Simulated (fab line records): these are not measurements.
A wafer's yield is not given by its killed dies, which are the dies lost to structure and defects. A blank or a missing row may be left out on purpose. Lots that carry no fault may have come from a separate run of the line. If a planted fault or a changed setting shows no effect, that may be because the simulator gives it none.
What tool caused it? :: flow sky130 :: 18 wafers from 6 lots sampled at 4 of the route's 708 steps

== WHAT THE GAUGES READ, wafer by wafer ==
SKY_METAL5_RS_MEAS_05: measurement is done with a four-point probe.
lot: L490
measured: day 42 21:54
on: film-metro-04
METAL5_ALCU_RS (ohm/sq): 0.02727 0.02722 0.02711

lot: L492
measured: day 43 12:56
on: film-metro-04
METAL5_ALCU_RS (ohm/sq): 0.02722 0.02724 0.02721

lot: L497
measured: day 45 07:18
on: film-metro-04
METAL5_ALCU_RS (ohm/sq): 0.0273 0.02743 0.02738

lot: L501
measured: day 46 06:10
on: film-metro-04
METAL5_ALCU_RS (ohm/sq): 0.02729 0.02743 0.02723

lot: L506
measured: day 47 09:08
on: film-metro-02
METAL5_ALCU_RS (ohm/sq): 0.02726 0.02692 0.02743

lot: L510
measured: day 48 05:05
on: film-metro-01
METAL5_ALCU_RS (ohm/sq): 0.02724 0.02705 0.02747

== WHICH TOOL RAN EACH LOT (tool, then ch and the chambers of the sampled wafers, then the start) ==
lot: L490
SKY_METAL4_SPUTTER_04: pvd-sputter-03, day 39 18:58
SKY_METAL5_SPUTTER_03: pvd-sputter-03, day 42 21:49
SKY_METAL5_SPUTTER_04: pvd-sputter-03, day 42 21:50

lot: L492
SKY_METAL4_SPUTTER_04: pvd-sputter-03, day 40 10:11
SKY_METAL5_SPUTTER_03: pvd-sputter-03, day 43 12:52
SKY_METAL5_SPUTTER_04: pvd-sputter-03, day 43 12:52

lot: L497
SKY_METAL4_SPUTTER_04: pvd-sputter-02, day 42 08:08
SKY_METAL5_SPUTTER_03: pvd-sputter-04, day 45 07:13
SKY_METAL5_SPUTTER_04: pvd-sputter-04, day 45 07:14

lot: L501
SKY_METAL4_SPUTTER_04: pvd-sputter-03, day 43 07:55
SKY_METAL5_SPUTTER_03: pvd-sputter-01, day 46 06:06
SKY_METAL5_SPUTTER_04: pvd-sputter-01, day 46 06:07

lot: L506
SKY_METAL4_SPUTTER_04: pvd-sputter-04, day 44 15:04
SKY_METAL5_SPUTTER_03: pvd-sputter-01, day 47 09:02
SKY_METAL5_SPUTTER_04: pvd-sputter-01, day 47 09:04

lot: L510
SKY_METAL4_SPUTTER_04: pvd-sputter-04, day 45 13:51
SKY_METAL5_SPUTTER_03: pvd-sputter-01, day 48 04:58
SKY_METAL5_SPUTTER_04: pvd-sputter-01, day 48 04:59
- SKY_METAL4_SPUTTER_04: material TiN, target thk 70 nm, time 58.3 s.
- SKY_METAL5_SPUTTER_03: material Ti, target thk 5 nm, time 3.3 s.
- SKY_METAL5_SPUTTER_04: material TiN, target thk 70 nm, time 58.3 s.

== THE ANSWER, worked out from the rows above alone ==
Rule: the lots themselves supply what counts as usual. Put in order of their means at a reading, lots are off if they are a third of the lots or fewer, leave a main group of 4 or more, and stand apart from it by a gap of 3 or more times the standard deviation of the main group's means; of several such gaps the widest counts. If all means in a main group match to the digits the tables above print for the reading, that group is not used. A lot without any number at a reading at which 4 lots or more have one is off too. Where the step has rows for the other lots, those lots are counted as sound.
Nothing can be told from this: no lot is off at any reading shown.

== WHAT HAD BEEN PUT IN BY THE SIMULATOR ==
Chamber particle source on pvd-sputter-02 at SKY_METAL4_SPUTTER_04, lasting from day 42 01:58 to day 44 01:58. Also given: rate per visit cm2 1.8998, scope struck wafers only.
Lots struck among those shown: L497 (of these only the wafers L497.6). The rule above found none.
